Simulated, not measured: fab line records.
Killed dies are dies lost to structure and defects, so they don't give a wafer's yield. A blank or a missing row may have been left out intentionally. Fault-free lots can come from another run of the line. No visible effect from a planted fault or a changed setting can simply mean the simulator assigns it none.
8D (eight disciplines) problem report, filled in by code + flow sky130 + the parts of the form that need people (team, actions taken, sign-off) are left out

## 1. THE PROBLEM
Mean of stripTimeToEndpointS at SKY_METAL3_STRIP_19: 11.72 s across 6 wafers in 2 lots; on wafers with no fault it is 6.38 s (standard deviation 0.093). That is +57 standard deviations from the usual mean.
The step: strips in O2/N2.
First observed at day 41 20:15: wafer L342.1, on plasmaAsher-02. Wafers with a number at this step in the record: 39, from 13 lots. Rule for "out", or "out of limits": more than 4 standard deviations from the usual mean. All remaining wafers that have a number are taken as sound.

## 2. WHAT IT IS, WHAT IT ISN'T
| question                    | is                                 | is not                                                                                             |
|-----------------------------|------------------------------------|----------------------------------------------------------------------------------------------------|
| which readings at this step | stripTimeToEndpointS, oesProductAu | drypumpMotorCurrentA, o2FlowSccm                                                                   |
| which lots                  | L342, L343                         | L332, L333, L334, L335, L336, L344, L349, L350, L351, L352, L353                                   |
| which wafers of those lots  | all that have a number             | -                                                                                                  |
| read on which tools         | plasmaAsher-01, plasmaAsher-02     | plasmaAsher-03                                                                                     |
| when                        | from day 41 20:15                  | up to then (15 sound wafers); but 18 sound wafers of L344, L349, L350, L351, L352, L353 came after |

## 3. SUSPECTS, AND WHAT RULES EACH OUT
Counting: a tool stays on the suspect list if, at a process step up to the reading, it processed all lots that are out and no sound lot following the first of them.
- rieMetal-03 at SKY_METAL3_METAL_ETCH_18 (etches the open film in Cl2/BCl3, stops on SiO2, target depth 845 nm, time 183.1 s): ruled out as a lasting fault. Sound lots L351 ran on it after its first lot that is out, L342 (day 41 20:04).
Left after counting: nothing in the record.

## 4. THE CAUSE (what the simulator had put in)
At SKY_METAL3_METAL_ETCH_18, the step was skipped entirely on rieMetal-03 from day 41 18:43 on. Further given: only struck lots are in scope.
The count ruled it out by mistake, since the rule takes a fault to strike every lot its tool runs from the start of the fault on, and this one did not do so.

## 5. THE CHAIN OF EFFECTS, in route order
One row per reading whose mean, taken over the struck wafers that have a number, lies over 3 standard deviations from the usual. Scope: only readings with a usual standard deviation given in the record; hours: median across lots of the time from each lot's start at the first step in this table that gives one to its start at this step; sigmas: change in usual standard deviations.
| hours | step                  | reading              | usual      | on struck wafers | change | sigmas |
|-------|-----------------------|----------------------|------------|------------------|--------|--------|
| 0     | SKY_METAL3_STRIP_19   | oesProductAu         | 0.496 a.u. | 0.714            | +0.218 | +38    |
| 0     | SKY_METAL3_STRIP_19   | stripTimeToEndpointS | 6.38 s     | 11.72            | +5.34  | +57    |
| 159   | SKY_PAD_OPEN_PROBE_99 | defectLimitedYield   | 82.5 %     | 0.0              | -82.5  | -43    |
| 159   | SKY_PAD_OPEN_PROBE_99 | killed_at_M0_to_M3   | 43         | 450              | +408   | +57    |
| 159   | SKY_PAD_OPEN_PROBE_99 | killedDies           | 86         | 492              | +406   | +43    |
| 159   | SKY_PAD_OPEN_PROBE_99 | killedOnRim          | 17         | 96               | +79    | +21    |
| 159   | SKY_PAD_OPEN_PROBE_99 | sort_bin_5_function  | 10.4 %     | 93.4             | +83.0  | +59    |
| 159   | SKY_PAD_OPEN_PROBE_99 | sortNPass            | 402        | 0                | -402   | -37    |
| 159   | SKY_PAD_OPEN_PROBE_99 | sortYieldPct         | 81.7 %     | 0.0              | -81.7  | -37    |
Process steps it contains:
- SKY_METAL3_STRIP_19: strips in O2/N2.
- SKY_PAD_OPEN_PROBE_99
Readings that are blank on the struck wafers while sound wafers have them: bcl3FlowSccm at SKY_METAL3_METAL_ETCH_18; biasW at SKY_METAL3_METAL_ETCH_18; drypumpMotorCurrentA at SKY_METAL3_METAL_ETCH_18; oesProductAu at SKY_METAL3_METAL_ETCH_18; throttleValvePct at SKY_METAL3_METAL_ETCH_18.

## 6. WHAT WOULD HAVE CAUGHT IT SOONER
In this record the first reading out of limits was taken at day 41 20:15, 2 hours after the fault began at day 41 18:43.
At SKY_METAL3_METAL_ETCH_18 the tool's readings are blank on the struck wafers, where sound wafers have them: an empty tool record is the first sign, and it was there at once.
